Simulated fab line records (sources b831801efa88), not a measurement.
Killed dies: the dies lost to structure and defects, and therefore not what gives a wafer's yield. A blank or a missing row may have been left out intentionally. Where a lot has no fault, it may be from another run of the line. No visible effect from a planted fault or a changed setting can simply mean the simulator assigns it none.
Which tool did it? / flow sfq-line / 14 lots, 42 wafers sampled, at 5 steps of a route of 325

WHAT THE GAUGES SHOWED, per wafer
SFQ_I6_BOW_MEAS_941. Usual: I6_BOW gives 7 um (standard deviation 9.4).
lot=L376; measured=day 63 04:50; on=film-metro-02; I6_BOW (um)=19 7 11; flag=
lot=L377; measured=day 63 08:43; on=film-metro-03; I6_BOW (um)=12 18 14; flag=
lot=L378; measured=day 63 10:51; on=film-metro-04; I6_BOW (um)=7 12 -5; flag=
lot=L379; measured=day 63 17:40; on=film-metro-04; I6_BOW (um)=0 21 27; flag=
lot=L380; measured=day 64 06:22; on=film-metro-04; I6_BOW (um)=4 -6 0; flag=
lot=L384; measured=day 70 11:36; on=film-metro-04; I6_BOW (um)=-2 -13 -1; flag=
lot=L385; measured=day 71 07:00; on=film-metro-03; I6_BOW (um)=-2 -7 3; flag=
lot=L392; measured=day 75 12:50; on=film-metro-02; I6_BOW (um)=-4 -6 15; flag=
lot=L393; measured=day 75 16:26; on=film-metro-03; I6_BOW (um)=22 9 12; flag=
lot=L394; measured=day 75 21:11; on=film-metro-02; I6_BOW (um)=14 20 7; flag=
lot=L395; measured=day 76 08:08; on=film-metro-03; I6_BOW (um)=5 -1 1; flag=
lot=L396; measured=day 76 10:34; on=film-metro-02; I6_BOW (um)=2 2 2; flag=
lot=L398; measured=day 76 17:12; on=film-metro-03; I6_BOW (um)=15 2 -1; flag=
lot=L399; measured=day 76 19:06; on=film-metro-04; I6_BOW (um)=-3 -3 11; flag=

SFQ_M7_RS_MEAS_943: measures by four-point-probe. Usual: M7_NB_RS gives 0.894 ohm/sq (standard deviation 0.0075).
lot=L376; measured=day 67 22:20; on=film-metro-02; M7_NB_RS (ohm/sq)=0.890 0.903 0.903; flag=
lot=L377; measured=day 68 04:22; on=film-metro-03; M7_NB_RS (ohm/sq)=0.888 0.885 0.883; flag=
lot=L378; measured=day 68 05:34; on=film-metro-01; M7_NB_RS (ohm/sq)=0.900 0.906 0.898; flag=
lot=L379; measured=day 68 15:07; on=film-metro-03; M7_NB_RS (ohm/sq)=0.904 0.892 0.897; flag=
lot=L380; measured=day 69 00:46; on=film-metro-03; M7_NB_RS (ohm/sq)=0.888 0.882 0.883; flag=
lot=L384; measured=day 70 17:49; on=film-metro-02; M7_NB_RS (ohm/sq)=0.828 0.827 0.834; flag=OFF
lot=L385; measured=day 71 11:47; on=film-metro-01; M7_NB_RS (ohm/sq)=0.829 0.827 0.828; flag=OFF
lot=L392; measured=day 79 01:49; on=film-metro-02; M7_NB_RS (ohm/sq)=0.903 0.907 0.902; flag=
lot=L393; measured=day 79 05:25; on=film-metro-02; M7_NB_RS (ohm/sq)=0.890 0.891 0.889; flag=
lot=L394; measured=day 79 11:23; on=film-metro-03; M7_NB_RS (ohm/sq)=0.890 0.899 0.894; flag=
lot=L395; measured=day 79 21:12; on=film-metro-02; M7_NB_RS (ohm/sq)=0.902 0.900 0.895; flag=
lot=L396; measured=day 79 23:46; on=film-metro-01; M7_NB_RS (ohm/sq)=0.881 0.897 0.888; flag=
lot=L398; measured=day 80 03:20; on=film-metro-01; M7_NB_RS (ohm/sq)=0.906 0.914 0.908; flag=
lot=L399; measured=day 80 04:32; on=film-metro-03; M7_NB_RS (ohm/sq)=0.900 0.892 0.892; flag=

WHAT TOOL EACH LOT RAN ON (gives the tool, then ch and the chambers of the sampled wafers, and finally the start)
lot=L376; SFQ_TRILAYER_M6_STRIP_STRIP_163=rie-metal-02 ch 0, day 62 22:11; SFQ_TRILAYER_I6_VIA_STRIP_STRIP_173=rie-metal-04 ch 1, day 67 21:26; SFQ_TRILAYER_M7_DEP_SPUTTER_175=pvd-sputter-04, day 67 22:14
lot=L377; SFQ_TRILAYER_M6_STRIP_STRIP_163=rie-metal-02 ch 0,1, day 63 01:59; SFQ_TRILAYER_I6_VIA_STRIP_STRIP_173=rie-metal-04 ch 0,1, day 68 03:38; SFQ_TRILAYER_M7_DEP_SPUTTER_175=pvd-sputter-04, day 68 04:14
lot=L378; SFQ_TRILAYER_M6_STRIP_STRIP_163=rie-metal-02 ch 0,1, day 63 04:29; SFQ_TRILAYER_I6_VIA_STRIP_STRIP_173=rie-metal-02 ch 0,1, day 68 04:50; SFQ_TRILAYER_M7_DEP_SPUTTER_175=pvd-sputter-03, day 68 05:26
lot=L379; SFQ_TRILAYER_M6_STRIP_STRIP_163=rie-metal-02 ch 0,1, day 63 09:05; SFQ_TRILAYER_I6_VIA_STRIP_STRIP_173=rie-metal-04 ch 0,1, day 68 14:14; SFQ_TRILAYER_M7_DEP_SPUTTER_175=pvd-sputter-05, day 68 15:02
lot=L380; SFQ_TRILAYER_M6_STRIP_STRIP_163=rie-metal-02 ch 0,1, day 64 01:41; SFQ_TRILAYER_I6_VIA_STRIP_STRIP_173=rie-metal-02 ch 0,1, day 68 23:50; SFQ_TRILAYER_M7_DEP_SPUTTER_175=pvd-sputter-03, day 69 00:39
lot=L384; SFQ_TRILAYER_M6_STRIP_STRIP_163=rie-metal-03 ch 0,1, day 70 07:04; SFQ_TRILAYER_I6_VIA_STRIP_STRIP_173=rie-metal-01 ch 0, day 70 16:18; SFQ_TRILAYER_M7_DEP_SPUTTER_175=pvd-sputter-05, day 70 17:43
lot=L385; SFQ_TRILAYER_M6_STRIP_STRIP_163=rie-metal-04 ch 0,1, day 71 03:09; SFQ_TRILAYER_I6_VIA_STRIP_STRIP_173=rie-metal-02 ch 0,1, day 71 10:53; SFQ_TRILAYER_M7_DEP_SPUTTER_175=pvd-sputter-05, day 71 11:41
lot=L392; SFQ_TRILAYER_M6_STRIP_STRIP_163=rie-metal-03 ch 0,1, day 75 09:08; SFQ_TRILAYER_I6_VIA_STRIP_STRIP_173=rie-metal-04 ch 0,1, day 79 01:05; SFQ_TRILAYER_M7_DEP_SPUTTER_175=pvd-sputter-05, day 79 01:41
lot=L393; SFQ_TRILAYER_M6_STRIP_STRIP_163=rie-metal-04 ch 0,1, day 75 12:44; SFQ_TRILAYER_I6_VIA_STRIP_STRIP_173=rie-metal-04 ch 0,1, day 79 04:41; SFQ_TRILAYER_M7_DEP_SPUTTER_175=pvd-sputter-04, day 79 05:17
lot=L394; SFQ_TRILAYER_M6_STRIP_STRIP_163=rie-metal-04 ch 0,1, day 75 17:20; SFQ_TRILAYER_I6_VIA_STRIP_STRIP_173=rie-metal-02 ch 0,1, day 79 10:29; SFQ_TRILAYER_M7_DEP_SPUTTER_175=pvd-sputter-05, day 79 11:17
lot=L395; SFQ_TRILAYER_M6_STRIP_STRIP_163=rie-metal-03 ch 0,1, day 76 04:16; SFQ_TRILAYER_I6_VIA_STRIP_STRIP_173=rie-metal-01 ch 0,1, day 79 20:05; SFQ_TRILAYER_M7_DEP_SPUTTER_175=pvd-sputter-04, day 79 21:05
lot=L396; SFQ_TRILAYER_M6_STRIP_STRIP_163=rie-metal-04 ch 0,1, day 76 06:52; SFQ_TRILAYER_I6_VIA_STRIP_STRIP_173=rie-metal-04 ch 0,1, day 79 23:02; SFQ_TRILAYER_M7_DEP_SPUTTER_175=pvd-sputter-03, day 79 23:38
lot=L398; SFQ_TRILAYER_M6_STRIP_STRIP_163=rie-metal-03 ch 0,1, day 76 12:40; SFQ_TRILAYER_I6_VIA_STRIP_STRIP_173=rie-metal-02 ch 0,1, day 80 02:26; SFQ_TRILAYER_M7_DEP_SPUTTER_175=pvd-sputter-05, day 80 03:14
lot=L399; SFQ_TRILAYER_M6_STRIP_STRIP_163=rie-metal-04 ch 0, day 76 13:52; SFQ_TRILAYER_I6_VIA_STRIP_STRIP_173=rie-metal-04 ch 0,1, day 80 03:38; SFQ_TRILAYER_M7_DEP_SPUTTER_175=pvd-sputter-03, day 80 04:26
- SFQ_TRILAYER_M6_STRIP_STRIP_163: strips in O2.
- SFQ_TRILAYER_I6_VIA_STRIP_STRIP_173: strips in O2.
- SFQ_TRILAYER_M7_DEP_SPUTTER_175: material Nb, target thk 200 nm, time 133.3 s.

AS READ BY THE TOOLS THEMSELVES (means over the sampled wafers that have a number; for cases with no such wafer, the mark the record gives instead)
SFQ_TRILAYER_M6_STRIP_STRIP_163. Usual: drypump-motor-current-A 5.27 A, standard deviation 0.3; oes-product-au 1.002 a.u., standard deviation 0.007.
lot=L376; tool=rie-metal-02; drypump-motor-current-A (A)=5.30; oes-product-au (a.u.)=0.995; flag=
lot=L377; tool=rie-metal-02; drypump-motor-current-A (A)=5.28; oes-product-au (a.u.)=0.994; flag=
lot=L378; tool=rie-metal-02; drypump-motor-current-A (A)=5.28; oes-product-au (a.u.)=0.997; flag=
lot=L379; tool=rie-metal-02; drypump-motor-current-A (A)=5.29; oes-product-au (a.u.)=0.998; flag=
lot=L380; tool=rie-metal-02; drypump-motor-current-A (A)=5.28; oes-product-au (a.u.)=1.000; flag=
lot=L384; tool=rie-metal-03; drypump-motor-current-A (A)=5.41; oes-product-au (a.u.)=1.016; flag=
lot=L385; tool=rie-metal-04; drypump-motor-current-A (A)=5.19; oes-product-au (a.u.)=0.999; flag=
lot=L392; tool=rie-metal-03; drypump-motor-current-A (A)=5.43; oes-product-au (a.u.)=1.000; flag=
lot=L393; tool=rie-metal-04; drypump-motor-current-A (A)=5.15; oes-product-au (a.u.)=1.006; flag=
lot=L394; tool=rie-metal-04; drypump-motor-current-A (A)=5.33; oes-product-au (a.u.)=1.008; flag=
lot=L395; tool=rie-metal-03; drypump-motor-current-A (A)=5.09; oes-product-au (a.u.)=1.002; flag=
lot=L396; tool=rie-metal-04; drypump-motor-current-A (A)=5.30; oes-product-au (a.u.)=0.997; flag=
lot=L398; tool=rie-metal-03; drypump-motor-current-A (A)=5.08; oes-product-au (a.u.)=1.011; flag=
lot=L399; tool=rie-metal-04; drypump-motor-current-A (A)=5.03; oes-product-au (a.u.)=1.000; flag=

SFQ_TRILAYER_I6_VIA_STRIP_STRIP_173. Usual: drypump-motor-current-A 5.27 A, standard deviation 0.17; oes-product-au 1.001 a.u., standard deviation 0.0081.
lot=L376; tool=rie-metal-04; drypump-motor-current-A (A)=5.46; oes-product-au (a.u.)=1.001; flag=
lot=L377; tool=rie-metal-04; drypump-motor-current-A (A)=5.29; oes-product-au (a.u.)=1.006; flag=
lot=L378; tool=rie-metal-02; drypump-motor-current-A (A)=5.29; oes-product-au (a.u.)=0.994; flag=
lot=L379; tool=rie-metal-04; drypump-motor-current-A (A)=5.32; oes-product-au (a.u.)=1.008; flag=
lot=L380; tool=rie-metal-02; drypump-motor-current-A (A)=5.28; oes-product-au (a.u.)=0.991; flag=
lot=L384; tool=rie-metal-01; drypump-motor-current-A (A)=5.20; oes-product-au (a.u.)=1.009; flag=
lot=L385; tool=rie-metal-02; drypump-motor-current-A (A)=5.29; oes-product-au (a.u.)=0.994; flag=
lot=L392; tool=rie-metal-04; drypump-motor-current-A (A)=5.31; oes-product-au (a.u.)=1.005; flag=
lot=L393; tool=rie-metal-04; drypump-motor-current-A (A)=5.18; oes-product-au (a.u.)=0.999; flag=
lot=L394; tool=rie-metal-02; drypump-motor-current-A (A)=5.26; oes-product-au (a.u.)=0.985; flag=
lot=L395; tool=rie-metal-01; drypump-motor-current-A (A)=5.32; oes-product-au (a.u.)=1.007; flag=
lot=L396; tool=rie-metal-04; drypump-motor-current-A (A)=5.17; oes-product-au (a.u.)=1.003; flag=
lot=L398; tool=rie-metal-02; drypump-motor-current-A (A)=5.29; oes-product-au (a.u.)=0.996; flag=
lot=L399; tool=rie-metal-04; drypump-motor-current-A (A)=5.33; oes-product-au (a.u.)=1.012; flag=

SFQ_TRILAYER_M7_DEP_SPUTTER_175. Usual: cathode-dc-power-W 1999.9 W, standard deviation 0.34; throttle-valve-pct 29.9 %, standard deviation 0.92.
lot=L376; tool=pvd-sputter-04; cathode-dc-power-W (W)=1999.6; throttle-valve-pct (%)=30.9; flag=
lot=L377; tool=pvd-sputter-04; cathode-dc-power-W (W)=2000.1; throttle-valve-pct (%)=29.1; flag=
lot=L378; tool=pvd-sputter-03; cathode-dc-power-W (W)=1999.9; throttle-valve-pct (%)=30.2; flag=
lot=L379; tool=pvd-sputter-05; cathode-dc-power-W (W)=2000.0; throttle-valve-pct (%)=29.9; flag=
lot=L380; tool=pvd-sputter-03; cathode-dc-power-W (W)=2000.2; throttle-valve-pct (%)=30.0; flag=
lot=L384; tool=pvd-sputter-05; cathode-dc-power-W (W)=2155.8; throttle-valve-pct (%)=29.8; flag=OFF
lot=L385; tool=pvd-sputter-05; cathode-dc-power-W (W)=2155.4; throttle-valve-pct (%)=29.8; flag=OFF
lot=L392; tool=pvd-sputter-05; cathode-dc-power-W (W)=1999.9; throttle-valve-pct (%)=29.4; flag=
lot=L393; tool=pvd-sputter-04; cathode-dc-power-W (W)=2000.4; throttle-valve-pct (%)=30.0; flag=
lot=L394; tool=pvd-sputter-05; cathode-dc-power-W (W)=1999.9; throttle-valve-pct (%)=29.5; flag=
lot=L395; tool=pvd-sputter-04; cathode-dc-power-W (W)=1999.7; throttle-valve-pct (%)=30.0; flag=
lot=L396; tool=pvd-sputter-03; cathode-dc-power-W (W)=2000.0; throttle-valve-pct (%)=29.7; flag=
lot=L398; tool=pvd-sputter-05; cathode-dc-power-W (W)=1999.9; throttle-valve-pct (%)=30.2; flag=
lot=L399; tool=pvd-sputter-03; cathode-dc-power-W (W)=1999.8; throttle-valve-pct (%)=29.3; flag=

THE ANSWER, worked out from the rows above alone
Rule: a lot is off if the mean of its wafers that have a number lies more than 3 standard deviations from the usual mean. A lot without any number at a reading at which 4 lots or more have one is off too. All remaining lots with rows at the step are treated as sound. After the gauges, taken in route order, come the tools' own readings; for these a lot's mean is taken, as printed above. At the first step where some lot is off, the reading lying furthest off is the one used; lots without a number count as furthest.
Off: L384, L385, seen at SFQ_M7_RS_MEAS_943 (M7_NB_RS).
A tool fits if, at a process step before that reading, it ran every lot that is off, and no sound lot after the first of them. The gauges at SFQ_M7_RS_MEAS_943 aren't tried: what is off there is off at SFQ_TRILAYER_M7_DEP_SPUTTER_175 too, on other tools, and a gauge's error can't cause that. Of those tried, none fits.

WHAT THE SIMULATOR HAD INSERTED
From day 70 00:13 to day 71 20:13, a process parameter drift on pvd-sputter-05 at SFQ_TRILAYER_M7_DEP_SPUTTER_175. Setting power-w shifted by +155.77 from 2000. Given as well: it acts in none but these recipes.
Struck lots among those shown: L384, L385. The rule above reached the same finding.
